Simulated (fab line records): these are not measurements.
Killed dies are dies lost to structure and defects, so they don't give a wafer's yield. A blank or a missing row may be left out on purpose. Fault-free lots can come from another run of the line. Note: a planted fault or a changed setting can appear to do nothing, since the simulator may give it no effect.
Matching of chambers    flow gf180mcu    rie-diel-03 running GF_STI_ETCH_13: 4 sister chambers
The step etches the open film in CHF3/O2, stops on Si, target depth 282.31 nm, time 112.9 s. 14 wafers are shown with their chamber, then 7 later ones without.

== EACH WAFER AND ITS CHAMBER ==
wafer   chamber  drypump-motor-current-A (A)  throttle-valve-pct (%)  oes-product-au (a.u.)
L076.2  1        6.3                          8.814                   0.829
L076.5  2        4.7                          8.827                   0.835
L076.6  1        6.3                          8.815                   0.837
L078.1  3        6.1                          8.817                   0.831
L078.3  0        6.4                          8.809                   0.834
L078.4  1        6.3                          8.816                   0.829
L079.4  0        6.4                          8.803                   0.833
L079.5  2        4.7                          8.810                   0.831
L079.6  1        6.4                          8.813                   0.839
L088.1  1        6.3                          8.802                   0.831
L088.3  0        6.4                          8.806                   0.827
L088.5  0        6.4                          8.818                   0.826
L090.1  2        4.7                          8.800                   0.820
L090.4  0        6.4                          8.805                   0.831

SIGNATURES (means of the wafers above)
reading                  chamber 0  chamber 1  chamber 2  chamber 3  scatter within a chamber
drypump-motor-current-A  6.400      6.320      4.700      6.100      0.0283
throttle-valve-pct       8.80820    8.81200    8.81233    8.81700    0.00801
oes-product-au           0.83020    0.83300    0.82867    0.83100    0.00509
Rule: a wafer lies at a distance from a chamber equal to the root of the sum of squares, over the readings, of (its reading less the chamber's mean, divided by the reading's scatter). The wafer belongs to the nearest chamber; if the next one is less than 2 further off, it can't be placed. The scatter: the root of (the sum of the squares of (reading less its chamber's mean) over the shown wafers, divided by (wafers less chambers)).

== WAFERS WITH NO CHAMBER GIVEN ==
wafer   drypump-motor-current-A (A)  throttle-valve-pct (%)  oes-product-au (a.u.)
L090.5  6.3                          8.802                   0.829
L092.1  6.0                          8.813                   0.825
L092.4  6.4                          8.800                   0.827
L092.5  6.3                          8.805                   0.832
L097.3  4.7                          8.808                   0.837
L097.4  6.0                          8.808                   0.825
L097.5  6.3                          8.816                   0.832

== CHAMBER TAKEN BY EACH ==
wafer   from the rows above      in truth
L090.5  can't be placed: 1 or 0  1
L092.1  3                        3
L092.4  0                        0
L092.5  1                        1
L097.3  2                        2
L097.4  3                        3
L097.5  1                        1
Placed correctly: 6 of 7. Can't be placed from these rows: 1 (the true chamber is among the candidates in 1). 0 placed wrongly.
